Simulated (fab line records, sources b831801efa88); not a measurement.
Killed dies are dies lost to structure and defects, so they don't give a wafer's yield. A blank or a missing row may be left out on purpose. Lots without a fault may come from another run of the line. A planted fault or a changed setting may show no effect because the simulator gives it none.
fab line records | flow sky130
record lots=6 wafers=18 last_day=50
route steps=708 shown VIA4@644 METAL5@661 PASSIVATION@681 PAD_OPEN@708
lots that met no fault: from a run of the same line without faults
start_h: hours from the record's first day to the start of the lot's first wafer shown | wait_h: hours since the lot's step before | " the same as in the row above | L1.1+2: a row that stands for several wafers | - no value, or no start given | * or withheld: withheld | < > ~ a bound
route shown NAME@n: a module of which the file shows steps, and the number in the route of the first | usual: mean/standard deviation of fault-free wafers | same: alike in all rows | chamber/n: place in a boat | sites: the reading at each site | _std_site: their standard deviation | _edge_site: outer sites' mean less inner sites' | radius_mm: how far each site lies from the wafer's centre | mask NAME#n: copy n | behind: the tool/chamber that last shaped the wafer | hold: why the lot was held/for how many hours/how that ended | device: the transistor (n, p or np) that didn't switch | end of line: the same wafers' tests at the end of the route | a step without rows: its recipe alone | killed: dies lost to structure and defects at the first sort, not the wafer's yield | map: a wafer's dies, x killed, . not, _ none there
set.NAME: the setting as run; set.NAME@STEP: as run at that earlier step | model.NAME: the simulator's own value behind a step, which no gauge read
lots at some steps of the route; a table a step, a row a wafer
services: from which hour (start_h, from the record's first day; less than 0 if before it) a tool's chamber was out of use, for how many hours, and why
## steps
# step SKY_VIA4_HMDS_05
# recipe prime_time_s=60 prime_temp_c=120.8
# step SKY_VIA4_COAT_06
# recipe resist=NOVOLAK spin_rpm=3000 resist_thk_nm=1140
# step SKY_VIA4_SOFTBAKE_07
# recipe temp_c=90 time_s=60 resist=NOVOLAK
# step SKY_VIA4_EXPOSE_08
# recipe mask_id=VIM4 na=0.6 source_shape=conventional sigma_outer=0.6 polarization=unpolarized target_cd_nm=800 dose_mj=132
# step SKY_VIA4_PEB_09
# recipe temp_c=withheld time_s=* resist=NOVOLAK
# step SKY_VIA4_DEVELOP_10
# recipe resist=NOVOLAK developer=TMAH develop_time_s=60 dev_temp_c=23
# step SKY_VIA4_OVL_MEAS_11
# usual VIA4_OVL=0.7/1.8
# columns lot.wafer tool chamber start_h wait_h VIA4_OVL[nm]
L724.1 overlay-01 - 997.05 0.1 1.4
L724.4 " - " " 0.4
L724.6 " - " " -0.4
L726.2 overlay-02 - 1025.90 0.1 2.0
L726.3 " - " " 1.1
L726.4 " - " " 0.8
L734.3 overlay-01 - 1071.30 0.1 2.9
L734.4 " - " " 2.5
L734.6 " - " " 0.5
L735.2 overlay-01 - 1079.45 0.1 -1.8
L735.4 " - " " -0.7
L735.5 " - " " -3.2
L744.2 overlay-01 - 1129.46 0.1 4.1
L744.4 " - " " 3.1
L744.5 " - " " 0.4
L747.3 overlay-01 - 1152.47 0.1 -1.5
L747.4 " - " " -1.2
L747.6 " - " " 0.1
# step SKY_VIA4_ETCH_12
# recipe target=SiO2 chemistry=C4F8/O2/Ar stop_on=TiN mask_material=NOVOLAK source_w=1500 bias_w=1200 pressure_mtorr=40 c4f8_flow_sccm=withheld O2_flow_sccm=6 Ar_flow_sccm=300 time_s=withheld target_depth_a=5800
# usual oes_product_au=0.926/0.0046
# columns lot.wafer tool chamber start_h wait_h oes_product_au
L724.1 rie_diel-02 3 997.09 0.0 0.927
L724.4 " 2 " " 0.925
L724.6 " 1 " " 0.915
L726.2 rie_diel-01 1 1025.93 0.0 0.923
L726.3 " 0 " " 0.919
L726.4 " 2 " " 0.927
L734.3 rie_diel-01 2 1071.33 0.0 0.934
L734.4 " 2 " " 0.936
L734.6 " 0 " " 0.921
L735.2 rie_diel-04 2 1079.48 0.0 0.923
L735.4 " 1 " " 0.930
L735.5 " 2 " " 0.921
L744.2 rie_diel-01 2 1129.49 0.0 0.919
L744.4 " 3 " " 0.924
L744.5 " 3 " " 0.928
L747.3 rie_diel-04 0 1152.49 0.0 0.924
L747.4 " 3 " " 0.925
L747.6 " 0 " " 0.930
# step SKY_VIA4_STRIP_13
# recipe chemistry=O2/N2 power_w=1400 pressure_mtorr=1500 platen_temp_c=withheld o2_flow_sccm=3000 n2_flow_sccm=300 overash_fraction=0.5
# step SKY_VIA4_STRIP_14
# recipe chemistry=post_etch_residue_remover time_s=1200 temp_c=72.5
# step SKY_VIA4_CLEAN_15
# recipe chemistry=IPA time_s=180 temp_c=25
# step SKY_VIA4_CLEAN_16
# recipe chemistry=O3/DIW dry=n2_spin
# step SKY_VIA4_SPUTTER_17
# recipe material=TiN target_thk_nm=20 chamber_pressure_pa=5 power_w=4000 time_s=80
# usual cathode_dc_power_W=4000.1/0.76 throttle_valve_pct=30.5/1
# same time_s=80
# columns lot.wafer tool chamber start_h wait_h cathode_dc_power_W throttle_valve_pct
L724.1 pvd_sputter-03 - 997.79 0.0 3999.7 30.8
L724.4 " - " " 3999.9 29.1
L724.6 " - " " 3999.4 29.6
L726.2 pvd_sputter-01 - 1026.59 0.0 4001.1 30.2
L726.3 " - " " 4001.2 32.5
L726.4 " - " " 4001.3 31.1
L734.3 pvd_sputter-01 - 1071.99 0.0 3999.7 32.6
L734.4 " - " " 4000.1 30.4
L734.6 " - " " 4001.2 30.4
L735.2 pvd_sputter-01 - 1080.20 0.0 3999.8 30.4
L735.4 " - " " 4000.2 31.4
L735.5 " - " " 4000.6 30.4
L744.2 pvd_sputter-03 - 1130.16 0.0 4001.0 29.3
L744.4 " - " " 3999.9 31.1
L744.5 " - " " 3999.8 29.0
L747.3 pvd_sputter-01 - 1153.24 0.0 3998.8 32.5
L747.4 " - " " 4000.3 30.7
L747.6 " - " " 4000.3 30.4
# step SKY_VIA4_CVD_18
# recipe material=W target_thk_nm=505 time_s=152.14 temp_c=400 pressure_torr=40
# step SKY_VIA4_RS_MEAS_19
# recipe thk_meas_gauge=four-point-probe reads=W_of_VIA4_CVD_18+TiN_of_VIA4_SPUTTER_17
# usual VIA4_W_RS=0.223/0.0058
# columns lot.wafer tool chamber start_h wait_h VIA4_W_RS[ohm/sq]
L724.1 film_metro-01 - 998.01 0.1 0.225
L724.4 " - " " 0.225
L724.6 " - " " 0.221
L726.2 film_metro-02 - 1026.82 0.1 0.231
L726.3 " - " " 0.234
L726.4 " - " " 0.232
L734.3 film_metro-01 - 1072.24 0.1 0.221
L734.4 " - " " 0.217
L734.6 " - " " 0.222
L735.2 film_metro-01 - 1080.43 0.1 0.216
L735.4 " - " " 0.223
L735.5 " - " " 0.216
L744.2 film_metro-01 - 1130.39 0.1 0.224
L744.4 " - " " 0.214
L744.5 " - " " 0.220
L747.3 film_metro-01 - 1153.49 0.1 0.216
L747.4 " - " " 0.224
L747.6 " - " " 0.215
# step SKY_VIA4_THK_MEAS_20
# recipe thk_meas_gauge=xrf reads=W_of_VIA4_CVD_18
# usual VIA4_W_THK=520/14
# columns lot.wafer tool chamber start_h wait_h VIA4_W_THK[nm]
L724.1 film_metro-01 - 998.13 0.1 521
L724.4 " - " " 520
L724.6 " - " " 526
L726.2 film_metro-02 - 1026.93 0.1 499
L726.3 " - " " 497
L726.4 " - " " 501
L734.3 film_metro-01 - 1072.34 0.1 522
L734.4 " - " " 534
L734.6 " - " " 520
L735.2 film_metro-01 - 1080.54 0.1 535
L735.4 " - " " 521
L735.5 " - " " 537
L744.2 film_metro-01 - 1130.50 0.1 513
L744.4 " - " " 542
L744.5 " - " " 526
L747.3 film_metro-01 - 1153.59 0.1 539
L747.4 " - " " 520
L747.6 " - " " 539
# step SKY_VIA4_CMP_21
# recipe stop_on=SiO2 t_overpolish_s=25 down_force_psi=3.5 platen_rpm=60 target_thk_nm=0 pad_velocity_m_s=0.94248
# step SKY_METAL5_SPUTTER_00
# recipe material=Ti target_thk_nm=15 power_w=3000 time_s=10 chamber_pressure_pa=0.4
# step SKY_METAL5_SPUTTER_01
# recipe material=TiN target_thk_nm=20 power_w=6500 time_s=16.7 chamber_pressure_pa=0.4
# step SKY_METAL5_SPUTTER_02
# recipe material=AlCu target_thk_nm=1150 power_w=10600 time_s=61.2 chamber_pressure_pa=0.4
# usual cathode_dc_power_W=10600/2 throttle_valve_pct=30.7/1.1
# same time_s=61.2
# columns lot.wafer tool chamber start_h wait_h cathode_dc_power_W throttle_valve_pct
L724.1 pvd_sputter-02 - 998.53 0.0 10601 29.5
L724.4 " - " " 10600 32.1
L724.6 " - " " 10601 32.2
L726.2 pvd_sputter-01 - 1027.33 0.0 10596 31.3
L726.3 " - " " 10601 32.5
L726.4 " - " " 10603 30.6
L734.3 pvd_sputter-03 - 1072.73 0.0 10598 29.2
L734.4 " - " " 10598 29.8
L734.6 " - " " 10601 30.9
L735.2 pvd_sputter-02 - 1080.94 0.0 10599 30.1
L735.4 " - " " 10600 29.6
L735.5 " - " " 10599 29.4
L744.2 pvd_sputter-01 - 1130.90 0.0 10600 30.5
L744.4 " - " " 10601 31.3
L744.5 " - " " 10602 30.2
L747.3 pvd_sputter-02 - 1153.98 0.0 10601 29.3
L747.4 " - " " 10600 32.0
L747.6 " - " " 10600 31.6
# step SKY_METAL5_SPUTTER_03
# recipe material=Ti target_thk_nm=5 power_w=3000 time_s=3.3 chamber_pressure_pa=0.4
# usual cathode_dc_power_W=3000.0/0.57 throttle_valve_pct=30.7/1.1
# same time_s=3.3
# columns lot.wafer tool chamber start_h wait_h cathode_dc_power_W throttle_valve_pct
L724.1 pvd_sputter-02 - 998.59 0.0 3000.1 29.0
L724.4 " - " " 3000.8 32.3
L724.6 " - " " 3000.1 31.8
L726.2 pvd_sputter-01 - 1027.38 0.0 2999.3 31.3
L726.3 " - " " 2999.5 32.4
L726.4 " - " " 2999.8 30.3
L734.3 pvd_sputter-03 - 1072.78 0.0 3000.2 29.4
L734.4 " - " " 3000.4 29.7
L734.6 " - " " 3000.8 31.1
L735.2 pvd_sputter-02 - 1080.99 0.0 2999.4 30.0
L735.4 " - " " 3000.0 29.3
L735.5 " - " " 2999.4 29.2
L744.2 pvd_sputter-01 - 1130.95 0.0 3000.2 30.1
L744.4 " - " " 3000.5 31.5
L744.5 " - " " 2999.7 30.5
L747.3 pvd_sputter-02 - 1154.03 0.0 3000.6 29.4
L747.4 " - " " 2999.3 31.6
L747.6 " - " " 2999.5 31.6
# step SKY_METAL5_SPUTTER_04
# recipe material=TiN target_thk_nm=70 power_w=6500 time_s=58.3 chamber_pressure_pa=0.4
# step SKY_METAL5_RS_MEAS_05
# recipe thk_meas_gauge=four-point-probe reads=TiN_of_METAL5_SPUTTER_04+Ti_of_METAL5_SPUTTER_03+AlCu_of_METAL5_SPUTTER_02+TiN_of_METAL5_SPUTTER_01+Ti_of_METAL5_SPUTTER_00
# usual METAL5_ALCU_RS=0.02706/0.00026
# columns lot.wafer tool chamber start_h wait_h METAL5_ALCU_RS[ohm/sq]
L724.1 film_metro-04 - 998.65 0.0 0.02728
L724.4 " - " " 0.02709
L724.6 " - " " 0.027
L726.2 film_metro-04 - 1027.47 0.0 0.02707
L726.3 " - " " 0.02722
L726.4 " - " " 0.02722
L734.3 film_metro-01 - 1072.89 0.1 0.02668
L734.4 " - " " 0.02656
L734.6 " - " " 0.02675
L735.2 film_metro-01 - 1081.08 0.0 0.0269
L735.4 " - " " 0.02691
L735.5 " - " " 0.02663
L744.2 film_metro-01 - 1131.04 0.0 0.02734
L744.4 " - " " 0.02727
L744.5 " - " " 0.02727
L747.3 film_metro-01 - 1154.14 0.1 0.02683
L747.4 " - " " 0.02677
L747.6 " - " " 0.02684
# step SKY_METAL5_THK_MEAS_06
# recipe thk_meas_gauge=xrf reads=AlCu_of_METAL5_SPUTTER_02
# usual METAL5_ALCU_THK=1129/14
# columns lot.wafer tool chamber start_h wait_h METAL5_ALCU_THK[nm]
L724.1 film_metro-04 - 998.77 0.1 1121
L724.4 " - " " 1129
L724.6 " - " " 1133
L726.2 film_metro-04 - 1027.58 0.1 1136
L726.3 " - " " 1125
L726.4 " - " " 1129
L734.3 film_metro-01 - 1072.99 0.1 1138
L734.4 " - " " 1146
L734.6 " - " " 1142
L735.2 film_metro-01 - 1081.19 0.1 1130
L735.4 " - " " 1127
L735.5 " - " " 1144
L744.2 film_metro-01 - 1131.15 0.1 1122
L744.4 " - " " 1124
L744.5 " - " " 1127
L747.3 film_metro-01 - 1154.24 0.1 1134
L747.4 " - " " 1148
L747.6 " - " " 1144
# step SKY_METAL5_DEHYDRATE_07
# recipe temp_c=200 time_s=60
# step SKY_METAL5_HMDS_08
# recipe prime_time_s=60 prime_temp_c=120
# step SKY_METAL5_COAT_09
# recipe resist=NOVOLAK spin_rpm=3000 resist_thk_nm=1800
# step SKY_METAL5_SOFTBAKE_10
# recipe temp_c=90 time_s=60 resist=NOVOLAK
# step SKY_METAL5_EXPOSE_11
# recipe mask_id=MM5 na=0.6 source_shape=conventional sigma_outer=0.6 polarization=unpolarized target_cd_nm=1600 dose_mj=190
# step SKY_METAL5_PEB_12
# recipe temp_c=withheld time_s=* resist=NOVOLAK
# step SKY_METAL5_DEVELOP_13
# recipe resist=NOVOLAK developer=TMAH develop_time_s=60 dev_temp_c=22.59
# step SKY_METAL5_DESCUM_14
# recipe chemistry=O2 source_power_w=150 bias_power_w=0 pressure_mtorr=10 temp_c=40 time_s=11
# step SKY_METAL5_METAL_ETCH_15
# recipe target_depth_a=12600 stop_on=SiO2 over_etch_frac=0.2 time_s=252 chemistry=Cl2/BCl3 resist_sidewall_deg=86 pressure_mtorr=10 icp_w=900 bias_w=48.5 Cl2_flow_sccm=60 bcl3_flow_sccm=30
# usual drypump_motor_current_A=5.8/0.4 oes_product_au=0.894/0.0052 throttle_valve_pct=22.263/0.0092
# same time_s=252
# columns lot.wafer tool chamber start_h wait_h drypump_motor_current_A oes_product_au rf_hours_counter_h throttle_valve_pct
L724.1 rie_metal-03 0 1021.92 0.0 6.0 0.896 6 22.260
L724.4 " 1 " " 5.4 0.896 - 22.253
L724.6 " 0 " " 6.0 0.892 - 22.273
L726.2 rie_metal-02 1 1050.48 0.1 5.9 0.889 - 22.274
L726.3 " 1 " " 6.0 0.896 - 22.253
L726.4 " 1 " " 5.9 0.892 - 22.252
L734.3 rie_metal-02 1 1093.82 0.2 6.0 0.884 - 22.260
L734.4 " 1 " " 6.0 0.904 - 22.275
L734.6 " 1 " " 5.9 0.900 - 22.253
L735.2 rie_metal-04 0 1102.57 0.0 6.3 0.895 10 22.268
L735.4 " 0 " " 6.3 0.905 - 22.250
L735.5 " 0 " " 6.3 0.895 - 22.247
L744.2 rie_metal-03 0 1149.13 0.0 6.0 0.899 16 22.281
L744.4 " 1 " " 5.4 0.899 - 22.266
L744.5 " 1 " " 5.4 0.887 - 22.261
L747.3 rie_metal-03 0 1170.65 0.1 6.0 0.895 - 22.263
L747.4 " 1 " " 5.4 0.888 - 22.272
L747.6 " 1 " " 5.4 0.885 - 22.279
# step SKY_METAL5_STRIP_16
# recipe chemistry=O2/N2 power_w=1400 pressure_mtorr=1500 platen_temp_c=withheld o2_flow_sccm=3000 n2_flow_sccm=300 overash_fraction=0.5
# step SKY_METAL5_STRIP_17
# recipe chemistry=post_etch_residue_remover time_s=1200 temp_c=72.5
# step SKY_METAL5_CLEAN_18
# recipe chemistry=IPA time_s=180 temp_c=25
# step SKY_METAL5_CLEAN_19
# recipe chemistry=O3/DIW dry=n2_spin
# step SKY_PASSIVATION_CVD_00
# recipe material=SiO2 target_thk_nm=90 temp_c=400 time_s=withheld rf_w=600
# usual heater_power_w=642/84
# columns lot.wafer tool chamber start_h wait_h heater_power_w
L724.1 pecvd-02 2 1022.75 0.0 585
L724.4 " 0 " " 603
L724.6 " 0 " " 599
L726.2 pecvd-02 1 1051.46 0.0 612
L726.3 " 2 " " 522
L726.4 " 1 " " 616
L734.3 pecvd-01 1 1094.76 0.0 705
L734.4 " 1 " " 710
L734.6 " 0 " " 699
L735.2 pecvd-03 1 1103.40 0.0 679
L735.4 " 0 " " 576
L735.5 " 1 " " 671
L744.2 pecvd-02 0 1150.00 0.0 657
L744.4 " 2 " " 534
L744.5 " 0 " " 642
L747.3 pecvd-03 1 1171.39 0.0 616
L747.4 " 1 " " 617
L747.6 " 2 " " 681
# step SKY_PASSIVATION_THK_MEAS_01
# recipe reads=SiO2_of_PASSIVATION_CVD_00
# usual PASSIVATION_CVD_00_THK=90.1/1.3
# columns lot.wafer tool chamber start_h wait_h PASSIVATION_CVD_00_THK[nm]
L724.1 film_metro-04 - 1022.78 - 89.9
L724.4 " - " " 90.8
L724.6 " - " " 91.0
L726.2 film_metro-04 - 1051.49 - 90.7
L726.3 " - " " 91.7
L726.4 " - " " 92.1
L734.3 film_metro-02 - 1094.80 - 89.3
L734.4 " - " " 91.5
L734.6 " - " " 91.8
L735.2 film_metro-04 - 1103.45 - 89.1
L735.4 " - " " 90.0
L735.5 " - " " 90.7
L744.2 film_metro-04 - 1150.04 - 89.3
L744.4 " - " " 91.4
L744.5 " - " " 90.5
L747.3 film_metro-04 - 1171.53 - 88.4
L747.4 " - " " 89.8
L747.6 " - " " 88.9
# step SKY_PASSIVATION_CVD_02
# recipe material=Si3N4 target_thk_nm=540 temp_c=400 time_s=withheld rf_w=450
# step SKY_PASSIVATION_THK_MEAS_03
# recipe reads=Si3N4_of_PASSIVATION_CVD_02
# usual PASSIVATION_CVD_02_THK=542/5.6
# columns lot.wafer tool chamber start_h wait_h PASSIVATION_CVD_02_THK[nm]
L724.1 film_metro-03 - 1023.07 - 540
L724.4 " - " " 545
L724.6 " - " " 549
L726.2 film_metro-02 - 1051.78 - 540
L726.3 " - " " 540
L726.4 " - " " 549
L734.3 film_metro-03 - 1095.09 - 536
L734.4 " - " " 546
L734.6 " - " " 553
L735.2 film_metro-02 - 1103.87 - 530
L735.4 " - " " 538
L735.5 " - " " 535
L744.2 film_metro-04 - 1150.32 - 536
L744.4 " - " " 543
L744.5 " - " " 541
L747.3 film_metro-02 - 1171.81 - 535
L747.4 " - " " 542
L747.6 " - " " 545
# step SKY_PASSIVATION_DEHYDRATE_04
# recipe temp_c=200 time_s=60
# step SKY_PAD_OPEN_PROBE_99
# usual defect_limited_yield=82.5/2.1 killed_at_M0_to_M3=43/6.8 killed_at_M4_up=3.2/1.7 killed_at_contacts=24/5.6 killed_at_front_end=15/4.7 killed_at_other=0.3/0.59 killed_dies=86/10 killed_open=47/6.8 killed_short=39/6.4 sort_bin_3_pad_short=0.9/0.42 sort_bin_5_function=10.5/1.6 sort_bin_6_memory=6.2/1.1 sort_n_pass=406/10 sort_yield_pct=82.5/2.1
# same gross_dies=492 killed_at_back_side=0 sort_bin_4_leakage[%]=0 sort_bin_8_speed[%]=0
# columns lot.wafer tool chamber start_h wait_h hold defect_limited_yield[%] killed_at_M0_to_M3 killed_at_M4_up killed_at_contacts killed_at_front_end killed_at_other killed_dies killed_open killed_short sort_bin_3_pad_short[%] sort_bin_5_function[%] sort_bin_6_memory[%] sort_n_pass sort_yield_pct[%] model.etest.tester.sort_n_pass model.etest.tester.sort_yield_pct model.etest.tester.sort_bin_5_pct model.etest.tester.sort_bin_3_pct
L724.1 prober-02 - 1068.12 0.1 - 82.3 52 3 24 8 0 87 44 42 1.2 10.2 6.3 405 82.3 405 82.32 10.16 1.22
L724.4 prober-02 - 1068.27 0.2 - 83.1 41 4 26 12 0 83 46 37 1.2 10.0 5.7 409 83.1 409 83.13 9.959 1.22
L724.6 prober-02 - 1068.37 0.2 - 80.3 51 5 27 13 1 97 51 45 1.0 12.6 6.1 395 80.3 395 80.28 12.6 1.016
L726.2 prober-01 - 1096.95 0.1 - 79.5 44 5 33 19 0 101 58 43 0.8 12.8 6.9 391 79.5 391 79.47 12.8 0.813
L726.3 prober-01 - 1097.00 0.2 - 84.6 42 1 18 15 0 76 41 35 1.2 8.5 5.7 416 84.6 416 84.55 8.537 1.22
L726.4 prober-01 - 1097.05 0.2 - 80.3 48 4 20 25 0 97 46 50 0.8 11.6 7.3 395 80.3 395 80.28 11.59 0.813
L734.3 prober-02 - 1135.79 0.2 await_dispo/2.0h/release 73.8 34 70 17 7 1 129 31 29 3.7 16.5 6.1 363 73.8 363 73.78 16.46 3.659
L734.4 prober-02 - 1135.84 0.2 await_dispo/2.0h/release 73.8 38 47 28 16 0 129 46 40 3.7 15.4 7.1 363 73.8 363 73.78 15.45 3.659
L734.6 prober-02 - 1135.94 0.2 await_dispo/2.0h/release 75.0 41 52 18 12 0 123 39 36 3.3 14.4 7.3 369 75.0 369 75 14.43 3.252
L735.2 prober-01 - 1144.36 0.1 await_dispo/0.9h/release 70.9 39 54 25 25 0 143 54 39 3.5 16.7 8.9 349 70.9 349 70.94 16.67 3.455
L735.4 prober-01 - 1144.46 0.2 await_dispo/0.9h/release 75.4 29 65 15 12 0 121 32 26 3.5 16.5 4.7 371 75.4 371 75.41 16.46 3.455
L735.5 prober-01 - 1144.51 0.2 await_dispo/0.9h/release 74.6 44 41 28 12 0 125 47 39 3.9 13.2 8.3 367 74.6 367 74.59 13.21 3.862
L744.2 prober-02 - 1187.64 0.1 - 80.7 42 2 30 21 0 95 42 52 1.2 11.2 6.9 397 80.7 397 80.69 11.18 1.22
L744.4 prober-02 - 1187.74 0.2 - 79.5 43 4 33 19 2 101 50 51 0.6 13.4 6.5 391 79.5 391 79.47 13.41 0.6098
L744.5 prober-02 - 1187.79 0.2 - 84.6 33 3 18 22 0 76 44 32 0 8.9 6.5 416 84.6 416 84.55 8.943 0
L747.3 prober-01 - 1206.56 0.2 - 81.5 38 2 36 14 1 91 49 42 1.0 12.2 5.3 401 81.5 401 81.5 12.2 1.016
L747.4 prober-01 - 1206.61 0.2 - 81.1 48 5 28 12 0 93 52 41 0.4 12.2 6.3 399 81.1 399 81.1 12.2 0.4065
L747.6 prober-01 - 1206.71 0.2 - 83.9 48 0 17 14 0 79 48 31 0.8 9.6 5.7 413 83.9 413 83.94 9.553 0.813
# killed by level:class
L724.1 VIA1:geometric_particle:open=16 METAL2:geometric_particle:short=8 CONTACT:geometric_particle:open=6 VIA1:geometric_particle:short=6 VIA2:geometric_particle:open=5 LI_CONTACT:geometric_particle:open=5 LOCAL_INTERCONNECT:geometric_particle:short=5 CONTACT:geometric_particle:short=5
L724.4 VIA1:geometric_particle:open=11 CONTACT:geometric_particle:open=10 VIA2:geometric_particle:open=10 LI_CONTACT:geometric_particle:open=8 VIA1:geometric_particle:short=6 METAL1:geometric_particle:short=5 LI_CONTACT:geometric_particle:short=4 CONTACT:geometric_particle:short=4
L724.6 CONTACT:geometric_particle:open=11 VIA1:geometric_particle:open=11 VIA1:geometric_particle:short=8 LOCAL_INTERCONNECT:geometric_particle:short=6 VIA2:geometric_particle:short=6 VIA2:geometric_particle:open=6 VIA3:geometric_particle:open=5 METAL2:geometric_particle:short=5
L726.2 CONTACT:geometric_particle:open=16 VIA1:geometric_particle:open=8 LI_CONTACT:geometric_particle:open=7 FIELD_ISO:geometric_particle:short=6 CONTACT:geometric_particle:short=6 VIA3:geometric_particle:open=6 METAL1:geometric_particle:short=5 VIA1:geometric_particle:short=5
L726.3 VIA1:geometric_particle:open=15 FIELD_ISO:geometric_particle:open=6 LI_CONTACT:geometric_particle:open=6 CONTACT:geometric_particle:open=6 POLY_GATE:geometric_particle:short=5 METAL1:geometric_particle:short=5 VIA2:geometric_particle:short=5 VIA3:geometric_particle:short=4
L726.4 FIELD_ISO:geometric_particle:short=9 VIA3:geometric_particle:open=8 VIA2:geometric_particle:open=7 CONTACT:geometric_particle:short=7 CONTACT:geometric_particle:open=7 METAL1:geometric_particle:short=7 METAL2:geometric_particle:short=7 VIA1:geometric_particle:open=6
L734.3 VIA4:unspecified=68 CONTACT:geometric_particle:open=7 LI_CONTACT:geometric_particle:open=6 METAL1:geometric_particle:short=5 VIA1:geometric_particle:open=5 VIA2:geometric_particle:open=5 VIA3:geometric_particle:open=4 VIA1:geometric_particle:short=4
L734.4 VIA4:unspecified=43 CONTACT:geometric_particle:open=13 VIA1:geometric_particle:open=8 CONTACT:geometric_particle:short=6 METAL1:geometric_particle:short=5 VIA1:geometric_particle:short=5 METAL2:geometric_particle:short=5 LI_CONTACT:geometric_particle:open=4
L734.6 VIA4:unspecified=48 VIA1:geometric_particle:open=11 LI_CONTACT:geometric_particle:open=7 METAL3:geometric_particle:short=6 CONTACT:geometric_particle:open=5 POLY_GATE:geometric_particle:short=4 CONTACT:geometric_particle:short=4 METAL1:geometric_particle:short=4
L735.2 VIA4:unspecified=50 CONTACT:geometric_particle:open=8 VIA2:geometric_particle:open=8 POLY_GATE:geometric_particle:short=7 CONTACT:geometric_particle:short=7 VIA1:geometric_particle:open=7 FIELD_ISO:geometric_particle:open=6 LI_CONTACT:geometric_particle:open=6
L735.4 VIA4:unspecified=63 VIA1:geometric_particle:open=8 FIELD_ISO:geometric_particle:open=7 CONTACT:geometric_particle:open=6 CONTACT:geometric_particle:short=5 VIA1:geometric_particle:short=4 VIA2:geometric_particle:open=3 METAL2:geometric_particle:short=3
L735.5 VIA4:unspecified=39 LI_CONTACT:geometric_particle:open=11 CONTACT:geometric_particle:open=8 VIA1:geometric_particle:short=8 VIA1:geometric_particle:open=7 METAL2:geometric_particle:short=7 VIA2:geometric_particle:open=6 POLY_GATE:geometric_particle:short=4
L744.2 CONTACT:geometric_particle:open=10 VIA1:geometric_particle:open=10 FIELD_ISO:geometric_particle:open=8 CONTACT:geometric_particle:short=8 METAL2:geometric_particle:short=7 LOCAL_INTERCONNECT:geometric_particle:short=6 VIA1:geometric_particle:short=6 POLY_GATE:geometric_particle:open=4
L744.4 VIA1:geometric_particle:open=10 LI_CONTACT:geometric_particle:open=10 METAL2:geometric_particle:short=9 LOCAL_INTERCONNECT:geometric_particle:short=8 CONTACT:geometric_particle:open=8 FIELD_ISO:geometric_particle:short=6 FIELD_ISO:geometric_particle:open=5 VIA3:geometric_particle:open=5
L744.5 VIA1:geometric_particle:open=8 FIELD_ISO:geometric_particle:short=7 POLY_GATE:geometric_particle:open=6 METAL2:geometric_particle:short=6 CONTACT:geometric_particle:open=6 VIA3:geometric_particle:open=6 LI_CONTACT:geometric_particle:open=5 LOCAL_INTERCONNECT:geometric_particle:short=5
L747.3 LI_CONTACT:geometric_particle:open=11 CONTACT:geometric_particle:open=9 CONTACT:geometric_particle:short=8 VIA1:geometric_particle:open=7 FIELD_ISO:geometric_particle:short=6 FIELD_ISO:geometric_particle:open=5 VIA1:geometric_particle:short=5 VIA3:geometric_particle:open=5
L747.4 CONTACT:geometric_particle:open=10 VIA1:geometric_particle:open=8 METAL1:geometric_particle:short=7 LI_CONTACT:geometric_particle:open=6 VIA2:geometric_particle:open=6 POLY_GATE:geometric_particle:open=5 VIA2:geometric_particle:short=5 VIA1:geometric_particle:short=5
L747.6 VIA1:geometric_particle:open=12 VIA3:geometric_particle:open=10 METAL2:geometric_particle:short=9 LI_CONTACT:geometric_particle:open=6 CONTACT:geometric_particle:open=5 FIELD_ISO:geometric_particle:open=4 POLY_GATE:geometric_particle:short=4 METAL3:geometric_particle:short=4
# map L734.3 (x killed, . not)
__________..x...x..._________
________.x.......xx..._______
______...x...........xx._____
_____........x...........____
____......xxx.............___
___.x........x.........xx..__
__x......x.....x..x........._
_...........x........x..x....
_x...x........xxxxx......xx..
_..........x.xxxxxx..........
_.....x.....xxxxxxxx.....xx..
_..x..x...xxxxxxxxxxxxxx....x
_....x...x.xxxxxxxxxxx......x
_.x..xx...xxxxxxxxxxxx.....x.
_.x.....x....xxxxxxxx....x...
__.........xxxxxxxxxx......._
___.............x..x.x.....__
____..................x...___
_____........x.x..x......____
______......x..........._____
________...x.........._______
__________.x.x......_________
# map L735.2 (x killed, . not)
__________x.....x..x_________
________xxxxx.xx.x...x_______
______xxxxxx........x..._____
_____xxxxxxxx....x.x.x.x.____
____xxxxxxxx..............___
___.xxxxxxxxxx.....x....x..__
__xxxxxxxxxx................_
_...x.xxxxx.xx.xxx.x...x....x
_..x..x...x.x....x.x.........
_x.x............xxx......x..x
_..x....x..x...x.x...........
_............xxx.....xx...xxx
_x..x....x....x.....x.....x..
_x........x...x..x.........x.
_x...x.....x....x........xxxx
__..x.x.xx..........x.....xx_
___..xx........x...x.x.x...__
____x..x...............x..___
_____...........x.x......____
______....xx....x......._____
________x.x..........._______
__________.........._________
## services
# columns tool chamber start_h hours kind
rie_metal-03 - 974.99 3.4 repair
rie_metal-04 0 978.23 7.5 repair
rie_diel-04 2 979.52 9.5 repair
pecvd-03 - 1006.39 1.1 repair
rie_metal-04 - 1023.89 2.8 pm
pvd_sputter-03 - 1059.42 3.0 repair
rie_diel-04 3 1065.48 12.2 repair
rie_diel-01 3 1066.40 14.3 repair
pecvd-03 2 1067.57 3.7 repair
rie_diel-04 0 1068.33 2.3 repair
rie_metal-02 0 1070.93 26.7 repair
rie_metal-04 1 1078.22 9.3 repair
rie_diel-02 0 1080.82 6.9 repair
rie_diel-02 - 1081.95 2.8 pm
rie_diel-01 0 1085.67 3.6 repair
rie_diel-01 0 1093.59 7.3 repair
pvd_sputter-02 - 1108.06 4.8 repair
pvd_sputter-03 - 1113.77 1.7 repair
pecvd-02 2 1121.64 18.7 repair
pecvd-01 - 1135.86 0.3 repair
pecvd-03 - 1139.87 0.3 repair
rie_metal-03 1 1141.47 4.6 repair
pecvd-01 1 1142.44 5.0 repair
rie_metal-03 - 1143.83 2.8 pm
## key
first_sign step=SKY_PAD_OPEN_PROBE_99 reading=killed_at_M4_up direction=up sigmas=30 usual=3.2 struck=54.8
effect step=SKY_PAD_OPEN_PROBE_99 reading=sort_bin_3_pad_short direction=up sigmas=6.4 usual=0.9 struck=3.6
model_effect step=SKY_PAD_OPEN_PROBE_99 value=etest.tester.sort_n_pass without=408.5 struck=363.7
met_at SKY_VIA4_SPUTTER_17
struck_wafers L734.3,L734.4,L734.6,L735.2,L735.4,L735.5
onset_between 1026.59 1071.99
fault kind=chamber_particle_source tool=pvd_sputter-01 chamber=- onset_h=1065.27 steps=SKY_VIA4_SPUTTER_17 rate_per_visit_cm2=1.6808 end_h=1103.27
